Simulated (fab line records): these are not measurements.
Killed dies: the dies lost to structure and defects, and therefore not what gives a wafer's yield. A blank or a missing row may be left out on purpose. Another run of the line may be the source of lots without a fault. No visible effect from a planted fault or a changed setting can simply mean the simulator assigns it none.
The same fault as seen by 2 desks ; flow gf180mcu ; only its own numbers are on each desk; what lay behind them is given at the end

## THE METROLOGY DESK
Means of the sampled wafers that have a number, per lot and without regard to the tool the lot ran on: this is what the gauges read. Any lot whose mean is over 4 standard deviations away from the usual mean is out of limits and marked OUT; that distance is given in the brackets.
Columns: A = cd nm at GF_TOP_METAL_CD_MEAS_14, usual 439.8 nm
lot;first seen here;A
L656;day 29 01:35;439.9
L658;day 30 00:42;439.9
L660;day 30 11:07;438.6
L661;day 30 13:15;441.5
L662;day 30 22:52;438.8
L667;day 32 03:52;443.0
L668;day 33 00:53;441.1
L671;day 33 10:19;439.4
L672;day 33 14:09;437.7
L673;day 33 19:07;440.3
L674;day 33 23:46;442.1
L675;day 34 03:11;437.3
L676;day 34 07:41;440.8
This desk found nothing out of limits on any of the 13 lots.

## AT THE TOOL OWNER'S DESK: pvd sputter-01
At GF_V3_SPUTTER_22 (material TiN, target thk 10 nm, time 40 s) the tool's own readings: per lot run on this tool, the mean of the sampled wafers that have a number. Any lot whose mean is over 4 standard deviations away from the usual mean is out of limits and marked OUT; that distance is given in the brackets.
Columns: A = cathode dc power W at GF_V3_SPUTTER_22, usual 4000.0 W; B = throttle valve pct at GF_V3_SPUTTER_22, usual 30.1 %
lot;first seen here;A;B
L658;day 24 16:38;4000.0;31.0
L660;day 25 03:43;4000.2;30.9
L661;day 25 06:11;3999.7;30.8
L662;day 25 17:19;3999.6;30.6
L671;day 28 15:49;3999.9;30.5
This desk found nothing out of limits on any of the 5 lots.

## ALL TOGETHER
At the metrology desk, nothing out of limits was observed.
Nothing out of limits was seen by the tool owner's desk.

## WHAT WAS PUT IN BY THE SIMULATOR
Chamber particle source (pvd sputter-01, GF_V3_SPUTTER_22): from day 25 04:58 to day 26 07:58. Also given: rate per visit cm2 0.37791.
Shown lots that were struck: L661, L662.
